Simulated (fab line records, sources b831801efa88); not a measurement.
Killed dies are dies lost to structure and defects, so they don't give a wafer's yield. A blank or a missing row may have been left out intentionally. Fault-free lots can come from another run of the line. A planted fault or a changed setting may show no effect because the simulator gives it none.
Matching of chambers	flow sky130	pecvd-04 running SKY_CAPM_CVD_00: 3 sister chambers
The step deposits SiO2, target thk 15.5 nm. 16 wafers are shown with their chamber, then 8 later ones without.

== WAFERS, EACH WITH ITS CHAMBER ==
wafer	chamber	heaterPowerW (W)	rfFwdPowerW (W)
L077.2	2	691	442.6
L077.5	1	659	444.2
L077.6	0	758	442.0
L078.3	0	810	446.3
L078.4	1	683	442.7
L078.6	0	844	445.2
L079.2	1	670	443.7
L079.3	2	556	445.4
L079.4	2	548	445.2
L081.1	0	854	441.9
L081.2	2	625	442.1
L081.6	1	621	444.3
L085.1	0	856	443.8
L085.4	2	609	444.9
L085.5	0	875	442.0
L088.1	1	661	443.9

SIGNATURES (averages over the wafers above)
reading	chamber 0	chamber 1	chamber 2	scatter within a chamber
heaterPowerW	832.83	658.80	605.80	43.5
rfFwdPowerW	443.533	443.760	444.040	1.5
Rule: distance of a wafer from a chamber = root of the sum over the readings of ((wafer's reading minus chamber's mean) / reading's scatter) squared. The wafer belongs to the nearest chamber; if the next one is less than 2 further off, it can't be placed. The scatter: take each reading less its chamber's mean, square it, sum over the shown wafers, divide by the number of wafers less the number of chambers, and take the root.

== WAFERS WITHOUT THEIR CHAMBER ==
wafer	heaterPowerW (W)	rfFwdPowerW (W)
L088.4	668	442.6
L088.6	814	446.3
L091.2	649	441.5
L091.3	672	445.6
L091.4	830	444.9
L094.2	628	444.9
L094.4	647	443.0
L094.6	629	445.0

== WHICH CHAMBER EACH ONE RAN IN ==
wafer	from the rows above	in truth
L088.4	can't be placed: 1 or 2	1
L088.6	0	0
L091.2	can't be placed: 1 or 2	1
L091.3	can't be placed: 1 or 2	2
L091.4	0	0
L094.2	can't be placed: 2 or 1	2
L094.4	can't be placed: 1 or 2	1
L094.6	can't be placed: 2 or 1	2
Correct placement for 2 of the 8. Unplaceable from these rows: 6, with the true chamber sitting among the candidates in 6. Wrongly placed: 0.
